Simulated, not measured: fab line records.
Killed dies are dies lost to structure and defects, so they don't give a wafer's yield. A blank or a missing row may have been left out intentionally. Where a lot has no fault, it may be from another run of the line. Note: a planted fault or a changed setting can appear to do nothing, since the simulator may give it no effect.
fab line records	flow sky130
[record] lots = 24	wafers = 72	lastDay = 50
route steps=708 shown GATE_OXIDE@201 POLY_CUT@318 SD_P@327 CONTACT@422 METAL2@486 VIA2@508
lots that met no fault: taken from a fault-free run of the same line
startH: hours from the record's first day to the start of the lot's first wafer shown	waitH: hours elapsed since this lot's preceding step	" identical to the entry in the row above	L1.1+2: a single row standing in for several wafers	- value missing, or start not given	* or withheld: withheld	< > ~ a bound
route shown NAME@n: names a module that has steps shown in the file, with the first one's number in the route	usual: mean/standard deviation taken from wafers without a fault	same: alike in all rows	chamber/n: place in a boat	sites: the reading at each site	_std_site: their standard deviation	_edge_site: outer sites' mean less inner sites'	radiusMm: for every site, how far away it sits from the centre of the wafer	mask NAME#n: copy n	behind: the last tool/chamber to shape the wafer	hold: reason for holding the lot/hours on hold/outcome of the hold	device: the n, p or np transistor that did not switch	end of line: the same wafers' tests at the end of the route	a step without rows: its recipe alone	killed: the dies lost at the first sort to structure and to defects; this is not the yield of the wafer	map: shows each die of a wafer: x if killed, . if not, _ if none is there
set.NAME: the run value of the setting; set.NAME@STEP: its run value at that earlier step	model.NAME: the simulator's own value behind a step, which no gauge read
the route's steps for a sample of lots (tables are steps, rows are wafers)
services: a tool's chamber out of use, with start hour (startH, from the record's first day; less than 0 if before it), hours out, and reason
[[steps]]
[step SKY_GATE_OXIDE_TW_MEAS_14]
[usual] GATE_OXIDE_TW = 222.7/2
lot.wafer	tool	chamber	startH	waitH	GATE_OXIDE_TW
L074.1	filmMetro-03	-	318.38	0.1	220.9
L074.4	"	-	"	"	220.2
L074.6	"	-	"	"	221.3
L075.2	filmMetro-04	-	318.69	0.1	224.5
L075.3	"	-	"	"	224.6
L075.6	"	-	"	"	225.0
L076.3	filmMetro-04	-	330.19	0.1	225.6
L076.5	"	-	"	"	225.6
L076.6	"	-	"	"	224.4
L077.3	filmMetro-04	-	348.40	0.1	224.3
L077.4	"	-	"	"	224.2
L077.5	"	-	"	"	223.2
L079.1	filmMetro-01	-	361.72	0.1	226.4
L079.4	"	-	"	"	224.8
L079.6	"	-	"	"	224.9
L078.1	filmMetro-04	-	362.07	0.1	223.1
L078.4	"	-	"	"	223.4
L078.6	"	-	"	"	224.2
L081.2	filmMetro-03	-	372.63	0.1	220.7
L081.3	"	-	"	"	220.5
L081.5	"	-	"	"	221.4
L080.2	filmMetro-03	-	372.93	0.1	221.4
L080.4	"	-	"	"	220.2
L080.6	"	-	"	"	221.3
L082.2	filmMetro-03	-	377.79	0.1	221.6
L082.5	"	-	"	"	221.1
L082.6	"	-	"	"	221.8
L083.2	filmMetro-03	-	396.76	0.1	220.5
L083.5	"	-	"	"	220.7
L083.6	"	-	"	"	220.4
L084.4	filmMetro-04	-	397.10	0.1	224.2
L084.5	"	-	"	"	224.4
L084.6	"	-	"	"	224.5
L085.1	filmMetro-04	-	405.22	0.1	224.2
L085.5	"	-	"	"	223.7
L085.6	"	-	"	"	225.7
L086.2	filmMetro-04	-	409.64	0.1	222.7
L086.5	"	-	"	"	223.8
L086.6	"	-	"	"	223.3
L087.2	filmMetro-03	-	414.24	0.1	221.7
L087.3	"	-	"	"	220.8
L087.4	"	-	"	"	222.1
L088.1	filmMetro-04	-	423.98	0.1	222.9
L088.2	"	-	"	"	223.2
L088.3	"	-	"	"	223.6
L089.3	filmMetro-04	-	430.08	0.1	222.4
L089.4	"	-	"	"	223.8
L089.5	"	-	"	"	223.1
L090.2	filmMetro-03	-	439.10	0.1	220.1
L090.3	"	-	"	"	220.1
L090.5	"	-	"	"	219.4
L091.1	filmMetro-04	-	445.19	0.1	223.4
L091.3	"	-	"	"	223.0
L091.6	"	-	"	"	223.5
L092.2	filmMetro-03	-	456.18	0.1	221.5
L092.3	"	-	"	"	220.9
L092.4	"	-	"	"	220.8
L093.1	filmMetro-04	-	461.97	0.1	224.1
L093.3	"	-	"	"	223.1
L093.5	"	-	"	"	222.0
L094.2	filmMetro-01	-	470.37	0.1	225.8
L094.3	"	-	"	"	224.9
L094.5	"	-	"	"	225.5
L095.1	filmMetro-03	-	483.12	0.1	220.4
L095.3	"	-	"	"	218.7
L095.6	"	-	"	"	219.5
L096.1	filmMetro-01	-	485.72	0.1	224.6
L096.3	"	-	"	"	224.1
L096.4	"	-	"	"	224.9
L097.1	filmMetro-03	-	490.67	0.1	219.9
L097.3	"	-	"	"	219.2
L097.4	"	-	"	"	219.1
[step SKY_POLY_CUT_ETCH_11]
[recipe] target = Si3N4	chemistry = CF4/CH2F2/Ar	stopOn = poly-Si	sourceW = 600	biasW = 150	pressureMtorr = 40	cf4FlowSccm = 40	ch2f2FlowSccm = 20	Ar_flow_sccm = 150	timeS = 42.5	targetDepthA = 600
[usual] drypumpMotorCurrentA = 5.9/0.41	oesProductAu = 0.831/0.0071	throttleValvePct = 14.994/0.0096
lot.wafer	tool	chamber	startH	waitH	drypumpMotorCurrentA	oesProductAu	rfHoursCounterH	throttleValvePct
L074.1	rieDiel-04	1	574.78	0.0	5.5	0.843	33	14.998
L074.4	"	0	"	"	5.5	0.830	27	14.997
L074.6	"	2	"	"	5.6	0.833	-	14.997
L075.2	rieDiel-02	2	576.63	0.0	5.9	0.842	4	14.998
L075.3	"	0	"	"	6.2	0.841	13	15.005
L075.6	"	0	"	"	6.2	0.843	-	14.984
L076.3	rieDiel-02	2	587.66	0.0	5.9	0.834	4	15.000
L076.5	"	1	"	"	5.4	0.836	-	14.983
L076.6	"	0	"	"	6.2	0.830	-	14.998
L077.3	rieDiel-04	2	601.83	0.0	5.6	0.824	6	15.000
L077.4	"	0	"	"	5.5	0.827	27	14.995
L077.5	"	0	"	"	5.5	0.823	-	15.005
L079.1	rieDiel-02	3	615.73	0.0	6.1	0.827	6	14.976
L079.4	"	2	"	"	5.8	0.830	-	15.002
L079.6	"	0	"	"	6.2	0.824	-	14.983
L078.1	rieDiel-04	3	617.43	0.0	5.4	0.828	2	14.995
L078.4	"	0	"	"	5.6	0.818	27	14.986
L078.6	"	1	"	"	5.5	0.828	-	14.978
L080.2	rieDiel-04	1	625.28	0.0	5.6	0.831	33	14.999
L080.4	"	2	"	"	5.6	0.834	6	14.987
L080.6	"	2	"	"	5.6	0.837	-	15.008
L081.2	rieDiel-03	2	627.06	0.0	5.5	0.829	9	14.995
L081.3	"	1	"	"	6.2	0.833	7	14.995
L081.5	"	1	"	"	6.3	0.831	-	14.973
L082.2	rieDiel-04	0	631.48	0.0	5.6	0.837	28	14.975
L082.5	"	3	"	"	5.3	0.844	-	14.985
L082.6	"	0	"	"	5.5	0.843	-	14.982
L084.4	rieDiel-04	3	648.58	0.0	5.3	0.826	3	14.990
L084.5	"	3	"	"	5.4	0.828	-	14.982
L084.6	"	2	"	"	5.6	0.832	-	14.993
L083.2	rieDiel-03	0	650.26	0.0	6.6	0.840	4	15.010
L083.5	"	0	"	"	6.6	0.835	-	15.008
L083.6	"	1	"	"	6.2	0.836	-	14.984
L085.1	rieDiel-02	1	660.83	0.0	5.4	0.829	0	14.990
L085.5	"	0	"	"	6.2	0.825	-	14.996
L085.6	"	3	"	"	6.1	0.834	-	14.994
L086.2	rieDiel-04	2	662.36	0.0	5.7	0.847	7	14.991
L086.5	"	1	"	"	5.5	0.830	-	14.991
L086.6	"	2	"	"	5.6	0.830	-	14.987
L087.2	rieDiel-04	1	664.61	0.0	5.6	0.834	34	14.976
L087.3	"	3	"	"	5.3	0.828	3	15.001
L087.4	"	2	"	"	5.6	0.825	7	14.989
L088.1	rieDiel-04	1	675.61	0.0	5.5	0.833	34	14.990
L088.2	"	0	"	"	5.5	0.821	28	14.978
L088.3	"	2	"	"	5.6	0.829	7	14.999
L089.3	rieDiel-03	1	678.91	0.0	6.2	0.812	9	14.978
L089.4	"	2	"	"	5.5	0.831	11	14.990
L089.5	"	0	"	"	6.6	0.814	-	14.996
L090.2	rieDiel-03	0	689.73	0.0	6.6	0.820	6	15.000
L090.3	"	3	"	"	6.1	0.829	17	15.000
L090.5	"	2	"	"	5.5	0.833	-	14.987
L091.1	rieDiel-02	0	691.66	0.0	6.2	0.821	15	14.977
L091.3	"	2	"	"	5.9	0.816	6	14.996
L091.6	"	1	"	"	5.4	0.824	-	15.009
L092.2	rieDiel-03	3	703.96	0.0	6.1	0.830	17	15.003
L092.3	"	1	"	"	6.3	0.838	10	14.997
L092.4	"	0	"	"	6.6	0.832	6	15.003
L093.1	rieDiel-03	0	709.38	0.0	6.6	0.838	6	14.984
L093.3	"	2	"	"	5.5	0.836	12	14.973
L093.5	"	1	"	"	6.3	0.830	-	15.008
L094.2	rieDiel-03	2	716.36	0.0	5.5	0.836	12	14.989
L094.3	"	1	"	"	6.3	0.838	10	14.982
L094.5	"	0	"	"	6.7	0.835	-	14.995
L095.1	rieDiel-03	2	731.86	0.0	5.5	0.828	12	14.980
L095.3	"	3	"	"	6.1	0.828	17	14.985
L095.6	"	2	"	"	5.5	0.823	-	14.988
L096.1	rieDiel-02	0	731.89	0.0	6.2	0.818	16	14.996
L096.3	"	3	"	"	6.1	0.826	9	15.000
L096.4	"	2	"	"	5.8	0.829	7	15.000
L097.1	rieDiel-03	1	739.58	0.0	6.2	0.831	10	14.974
L097.3	"	2	"	"	5.6	0.839	12	14.994
L097.4	"	0	"	"	6.6	0.846	7	14.989
[step SKY_SD_P_CD_MEAS_07]
[recipe] targetCdNm = 380
[usual] cdNm = 379.2/2.4
lot.wafer	tool	chamber	startH	waitH	cdNm
L074.1	cdSem-01	-	604.33	0.1	380.0
L074.4	"	-	"	"	377.6
L074.6	"	-	"	"	378.5
L075.2	cdSem-02	-	606.76	0.1	382.5
L075.3	"	-	"	"	382.6
L075.6	"	-	"	"	382.4
L076.3	cdSem-02	-	617.27	0.1	376.9
L076.5	"	-	"	"	379.1
L076.6	"	-	"	"	380.2
L077.3	cdSem-02	-	631.01	0.1	378.2
L077.4	"	-	"	"	379.3
L077.5	"	-	"	"	379.2
L079.1	cdSem-01	-	645.03	0.1	375.5
L079.4	"	-	"	"	376.3
L079.6	"	-	"	"	376.3
L078.1	cdSem-02	-	646.64	0.1	378.7
L078.4	"	-	"	"	381.4
L078.6	"	-	"	"	380.5
L080.2	cdSem-02	-	654.25	0.1	377.2
L080.4	"	-	"	"	380.4
L080.6	"	-	"	"	376.9
L081.2	cdSem-02	-	656.34	0.1	381.5
L081.3	"	-	"	"	383.1
L081.5	"	-	"	"	380.6
L082.2	cdSem-02	-	660.94	0.1	379.2
L082.5	"	-	"	"	381.0
L082.6	"	-	"	"	379.1
L084.4	cdSem-02	-	676.95	0.1	381.1
L084.5	"	-	"	"	381.9
L084.6	"	-	"	"	379.7
L083.2	cdSem-02	-	678.19	0.1	377.5
L083.5	"	-	"	"	377.6
L083.6	"	-	"	"	375.0
L085.1	cdSem-02	-	688.44	0.1	376.9
L085.5	"	-	"	"	374.8
L085.6	"	-	"	"	376.3
L086.2	cdSem-01	-	690.56	0.1	378.7
L086.5	"	-	"	"	378.5
L086.6	"	-	"	"	380.0
L087.2	cdSem-02	-	690.89	0.1	378.9
L087.3	"	-	"	"	379.5
L087.4	"	-	"	"	381.5
L088.1	cdSem-01	-	702.72	0.1	381.0
L088.2	"	-	"	"	379.5
L088.3	"	-	"	"	378.8
L089.3	cdSem-02	-	706.67	0.1	382.2
L089.4	"	-	"	"	383.4
L089.5	"	-	"	"	379.1
L090.2	cdSem-02	-	716.86	0.1	381.2
L090.3	"	-	"	"	380.2
L090.5	"	-	"	"	381.5
L091.1	cdSem-01	-	720.19	0.1	376.7
L091.3	"	-	"	"	375.2
L091.6	"	-	"	"	375.4
L092.2	cdSem-02	-	731.39	0.1	383.7
L092.3	"	-	"	"	383.2
L092.4	"	-	"	"	383.7
L093.1	cdSem-01	-	736.88	0.1	381.3
L093.3	"	-	"	"	377.1
L093.5	"	-	"	"	375.1
L094.2	cdSem-01	-	743.50	0.1	381.7
L094.3	"	-	"	"	379.8
L094.5	"	-	"	"	378.2
L095.1	cdSem-01	-	759.29	0.1	378.0
L095.3	"	-	"	"	378.4
L095.6	"	-	"	"	379.4
L096.1	cdSem-02	-	759.33	0.1	377.5
L096.3	"	-	"	"	376.7
L096.4	"	-	"	"	378.7
L097.1	cdSem-02	-	766.72	0.1	379.9
L097.3	"	-	"	"	379.6
L097.4	"	-	"	"	379.8
[step SKY_CONTACT_ETCH_16]
[recipe] chemistry = N2/H2	target = BARC	ionEnergyEv = 200	sourceW = 500	biasW = 100	pressureMtorr = 30	n2FlowSccm = 100	h2FlowSccm = 200	stopOn = SiO2	timeS = 45.9	targetDepthA = 600
[usual] drypumpMotorCurrentA = 6.1/0.4	oesProductAu = 0.855/0.0048	throttleValvePct = 13.223/0.0092
lot.wafer	tool	chamber	startH	waitH	drypumpMotorCurrentA	oesProductAu	rfHoursCounterH	throttleValvePct
L074.1	rieDiel-01	2	749.87	0.0	5.3	0.849	10	13.230
L074.4	"	0	"	"	6.2	0.854	17	13.220
L074.6	"	1	"	"	6.1	0.854	-	13.229
L075.2	rieDiel-03	2	752.87	0.0	5.5	0.852	13	13.218
L075.3	"	3	"	"	6.1	0.849	18	13.239
L075.6	"	0	"	"	6.6	0.856	-	13.210
L076.3	rieDiel-03	0	764.67	0.0	6.6	0.857	8	13.219
L076.5	"	1	"	"	6.3	0.859	-	13.236
L076.6	"	0	"	"	6.6	0.850	-	13.222
L077.3	rieDiel-01	2	776.87	0.0	5.3	0.847	11	13.230
L077.4	"	0	"	"	6.2	0.858	-	13.227
L077.5	"	1	"	"	6.1	0.859	-	13.202
L079.1	rieDiel-03	2	787.57	0.0	5.5	0.851	14	13.223
L079.4	"	1	"	"	6.3	0.862	12	13.228
L079.6	"	1	"	"	6.3	0.855	-	13.219
L078.1	rieDiel-01	3	789.11	0.0	6.0	0.857	10	13.223
L078.4	"	2	"	"	5.3	0.855	11	13.211
L078.6	"	0	"	"	6.2	0.861	-	13.219
L080.2	rieDiel-03	0	796.97	0.0	6.6	0.851	9	13.208
L080.4	"	3	"	"	6.1	0.854	19	13.222
L080.6	"	1	"	"	6.3	0.850	-	13.223
L081.2	rieDiel-03	1	798.34	0.0	6.3	0.852	12	13.247
L081.3	"	0	"	"	6.6	0.858	9	13.214
L081.5	"	2	"	"	5.5	0.852	-	13.238
L082.2	rieDiel-02	2	802.12	0.0	5.8	0.855	9	13.224
L082.5	"	1	"	"	5.4	0.856	-	13.238
L082.6	"	2	"	"	5.8	0.862	-	13.234
L084.4	rieDiel-01	3	816.67	0.0	6.0	0.851	11	13.218
L084.5	"	2	"	"	5.3	0.847	-	13.227
L084.6	"	1	"	"	6.1	0.855	-	13.229
L083.2	rieDiel-03	1	818.94	0.0	6.2	0.864	13	13.211
L083.5	"	3	"	"	6.1	0.852	-	13.227
L083.6	"	0	"	"	6.6	0.856	-	13.225
L085.1	rieDiel-01	2	827.37	0.0	5.3	0.860	13	13.225
L085.5	"	1	"	"	6.1	0.851	-	13.226
L085.6	"	0	"	"	6.2	0.864	-	13.236
L086.2	rieDiel-03	1	830.41	0.0	6.3	0.861	13	13.231
L086.5	"	3	"	"	6.1	0.849	-	13.231
L086.6	"	0	"	"	6.6	0.857	-	13.213
L087.2	rieDiel-01	0	830.53	0.0	6.2	0.853	20	13.230
L087.3	"	3	"	"	6.0	0.851	11	13.237
L087.4	"	1	"	"	6.1	0.853	22	13.230
L088.1	rieDiel-03	1	839.74	0.0	6.3	0.851	14	13.238
L088.2	"	2	"	"	5.5	0.861	15	13.231
L088.3	"	3	"	"	6.1	0.850	21	13.220
L089.3	rieDiel-03	2	845.37	0.0	5.6	0.842	15	13.207
L089.4	"	1	"	"	6.3	0.852	14	13.230
L089.5	"	0	"	"	6.6	0.858	-	13.237
L090.2	rieDiel-03	0	853.72	0.0	6.6	0.856	11	13.238
L090.3	"	1	"	"	6.3	0.858	14	13.221
L090.5	"	2	"	"	5.6	0.862	-	13.224
L091.1	rieDiel-03	0	856.32	0.0	6.6	0.854	11	13.215
L091.3	"	2	"	"	5.5	0.855	16	13.208
L091.6	"	0	"	"	6.6	0.845	-	13.230
L092.2	rieDiel-03	0	868.59	0.0	6.6	0.852	11	13.222
L092.3	"	1	"	"	6.3	0.859	15	13.218
L092.4	"	2	"	"	5.5	0.864	16	13.220
L093.1	rieDiel-02	1	874.72	0.0	5.4	0.866	6	13.213
L093.3	"	2	"	"	5.9	0.857	12	13.217
L093.5	"	1	"	"	5.5	0.858	-	13.220
L094.2	rieDiel-03	0	879.34	0.0	6.6	0.856	12	13.217
L094.3	"	1	"	"	6.3	0.852	15	13.224
L094.5	"	0	"	"	6.6	0.849	-	13.230
L095.1	rieDiel-01	2	892.82	0.0	5.3	0.849	15	13.229
L095.3	"	1	"	"	6.1	0.850	24	13.231
L095.6	"	2	"	"	5.3	0.856	-	13.216
L096.1	rieDiel-02	2	893.72	0.0	5.8	0.851	13	13.220
L096.3	"	0	"	"	6.2	0.857	21	13.244
L096.4	"	3	"	"	6.1	0.846	14	13.221
L097.1	rieDiel-01	2	901.22	0.0	5.3	0.852	15	13.221
L097.3	"	1	"	"	6.1	0.845	24	13.222
L097.4	"	3	"	"	6.0	0.849	-	13.233
[step SKY_METAL2_SPUTTER_03]
[recipe] material = Ti	targetThkNm = 5	powerW = 3000	timeS = 3.3	chamberPressurePa = 0.4
[usual] throttleValvePct = 29.6/0.85
lot.wafer	tool	chamber	startH	waitH	throttleValvePct
L074.1	pvdSputter-04	-	808.17	0.0	28.4
L074.4	"	-	"	"	29.3
L074.6	"	-	"	"	30.9
L075.2	pvdSputter-04	-	810.93	0.0	29.6
L075.3	"	-	"	"	29.7
L075.6	"	-	"	"	28.1
L076.3	pvdSputter-01	-	822.58	0.0	30.4
L076.5	"	-	"	"	29.3
L076.6	"	-	"	"	29.7
L077.3	pvdSputter-01	-	833.99	0.0	29.5
L077.4	"	-	"	"	30.3
L077.5	"	-	"	"	29.4
L079.1	pvdSputter-03	-	845.20	0.0	28.1
L079.4	"	-	"	"	29.4
L079.6	"	-	"	"	30.5
L078.1	pvdSputter-04	-	845.65	0.0	29.1
L078.4	"	-	"	"	29.6
L078.6	"	-	"	"	30.8
L080.2	pvdSputter-03	-	853.11	0.0	29.2
L080.4	"	-	"	"	28.1
L080.6	"	-	"	"	30.2
L081.2	pvdSputter-04	-	855.17	0.0	29.6
L081.3	"	-	"	"	31.0
L081.5	"	-	"	"	29.7
L082.2	pvdSputter-01	-	858.43	0.0	30.5
L082.5	"	-	"	"	30.0
L082.6	"	-	"	"	29.5
L084.4	pvdSputter-04	-	872.37	0.0	28.1
L084.5	"	-	"	"	29.7
L084.6	"	-	"	"	30.7
L083.2	pvdSputter-04	-	874.52	0.0	28.1
L083.5	"	-	"	"	28.2
L083.6	"	-	"	"	30.9
L085.1	pvdSputter-03	-	883.43	0.0	30.3
L085.5	"	-	"	"	30.6
L085.6	"	-	"	"	30.5
L086.2	pvdSputter-04	-	885.08	0.0	29.5
L086.5	"	-	"	"	30.8
L086.6	"	-	"	"	28.0
L087.2	pvdSputter-03	-	885.43	0.0	30.5
L087.3	"	-	"	"	28.1
L087.4	"	-	"	"	29.0
L088.1	pvdSputter-04	-	894.55	0.0	28.3
L088.2	"	-	"	"	30.7
L088.3	"	-	"	"	29.5
L089.3	pvdSputter-03	-	900.97	0.0	30.4
L089.4	"	-	"	"	27.9
L089.5	"	-	"	"	30.4
L090.2	pvdSputter-03	-	907.47	0.0	29.1
L090.3	"	-	"	"	30.1
L090.5	"	-	"	"	27.9
L091.1	pvdSputter-01	-	911.31	0.0	29.9
L091.3	"	-	"	"	29.4
L091.6	"	-	"	"	30.5
L092.2	pvdSputter-04	-	923.16	0.0	29.5
L092.3	"	-	"	"	29.3
L092.4	"	-	"	"	28.4
L093.1	pvdSputter-01	-	929.18	0.0	29.6
L093.3	"	-	"	"	29.4
L093.5	"	-	"	"	29.3
L094.2	pvdSputter-01	-	932.78	0.0	29.4
L094.3	"	-	"	"	30.3
L094.5	"	-	"	"	29.4
L095.1	pvdSputter-04	-	948.07	0.0	28.2
L095.3	"	-	"	"	29.2
L095.6	"	-	"	"	27.9
L096.1	pvdSputter-01	-	948.33	0.0	29.7
L096.3	"	-	"	"	30.3
L096.4	"	-	"	"	29.5
L097.1	pvdSputter-01	-	955.05	0.0	29.1
L097.3	"	-	"	"	29.6
L097.4	"	-	"	"	30.3
[step SKY_VIA2_THK_MEAS_01]
[recipe] reads = SiO2_of_VIA2_HDPCVD_00
[usual] VIA2_HDPCVD_THK = 1189/15
lot.wafer	tool	chamber	startH	waitH	VIA2_HDPCVD_THK[nm]
L074.1	filmMetro-02	-	835.90	0.1	1164
L074.4	"	-	"	"	1200
L074.6	"	-	"	"	1177
L075.2	filmMetro-02	-	838.46	0.1	1212
L075.3	"	-	"	"	1182
L075.6	"	-	"	"	1205
L076.3	filmMetro-01	-	850.33	0.1	1196
L076.5	"	-	"	"	1202
L076.6	"	-	"	"	1189
L077.3	filmMetro-01	-	860.95	0.1	1183
L077.4	"	-	"	"	1196
L077.5	"	-	"	"	1192
L079.1	filmMetro-01	-	871.81	0.1	1200
L079.4	"	-	"	"	1217
L079.6	"	-	"	"	1187
L078.1	filmMetro-03	-	871.99	0.1	1189
L078.4	"	-	"	"	1175
L078.6	"	-	"	"	1186
L080.2	filmMetro-02	-	879.11	0.1	1208
L080.4	"	-	"	"	1201
L080.6	"	-	"	"	1186
L081.2	filmMetro-02	-	881.05	0.1	1179
L081.3	"	-	"	"	1190
L081.5	"	-	"	"	1175
L082.2	filmMetro-01	-	884.84	0.1	1188
L082.5	"	-	"	"	1176
L082.6	"	-	"	"	1172
L084.4	filmMetro-01	-	897.67	0.0	1181
L084.5	"	-	"	"	1176
L084.6	"	-	"	"	1199
L083.2	filmMetro-03	-	901.07	0.1	1185
L083.5	"	-	"	"	1175
L083.6	"	-	"	"	1200
L085.1	filmMetro-02	-	909.13	0.1	1198
L085.5	"	-	"	"	1191
L085.6	"	-	"	"	1176
L086.2	filmMetro-01	-	911.24	0.1	1201
L086.5	"	-	"	"	1171
L086.6	"	-	"	"	1211
L087.2	filmMetro-03	-	911.56	0.1	1199
L087.3	"	-	"	"	1195
L087.4	"	-	"	"	1188
L088.1	filmMetro-01	-	920.83	0.1	1164
L088.2	"	-	"	"	1202
L088.3	"	-	"	"	1177
L089.3	filmMetro-02	-	926.69	0.1	1211
L089.4	"	-	"	"	1168
L089.5	"	-	"	"	1205
L090.2	filmMetro-02	-	933.14	0.1	1168
L090.3	"	-	"	"	1212
L090.5	"	-	"	"	1189
L091.1	filmMetro-03	-	936.89	0.1	1181
L091.3	"	-	"	"	1202
L091.6	"	-	"	"	1168
L092.2	filmMetro-02	-	948.45	0.1	1167
L092.3	"	-	"	"	1162
L092.4	"	-	"	"	1163
L093.1	filmMetro-01	-	954.74	0.1	1178
L093.3	"	-	"	"	1183
L093.5	"	-	"	"	1186
L094.2	filmMetro-03	-	958.46	0.1	1172
L094.3	"	-	"	"	1188
L094.5	"	-	"	"	1172
L095.1	filmMetro-01	-	972.64	0.1	1185
L095.3	"	-	"	"	1180
L095.6	"	-	"	"	1189
L096.1	filmMetro-03	-	973.80	0.1	1176
L096.3	"	-	"	"	1166
L096.4	"	-	"	"	1181
L097.1	filmMetro-03	-	980.65	0.1	1191
L097.3	"	-	"	"	1198
L097.4	"	-	"	"	1188
[[services]]
tool	chamber	startH	hours	kind
rieDiel-02	3	556.27	4.5	repair
rieDiel-01	-	559.59	0.4	repair
pvdSputter-01	-	560.18	7.4	repair
rieDiel-02	1	567.77	8.3	repair
rieDiel-03	3	570.04	6.8	repair
rieDiel-02	3	574.59	2.7	repair
rieDiel-04	-	588.88	1.4	repair
rieDiel-02	2	607.16	3.0	repair
rieDiel-01	2	622.17	10.4	repair
rieDiel-02	0	625.83	4.8	repair
rieDiel-02	-	626.47	28.1	pm
rieDiel-04	3	672.79	6.5	repair
rieDiel-02	1	676.37	4.7	repair
rieDiel-04	0	684.35	5.6	repair
rieDiel-04	1	720.27	23.7	repair
pvdSputter-04	-	740.27	6.1	repair
rieDiel-02	0	759.90	17.1	repair
rieDiel-02	-	763.51	2.8	pm
rieDiel-03	2	789.80	3.1	repair
rieDiel-04	1	802.22	1.7	repair
rieDiel-02	2	830.30	5.9	repair
rieDiel-02	-	867.33	0.3	repair
pvdSputter-04	-	890.47	2.5	repair
rieDiel-02	1	908.33	10.8	repair
[[key]]
fault none
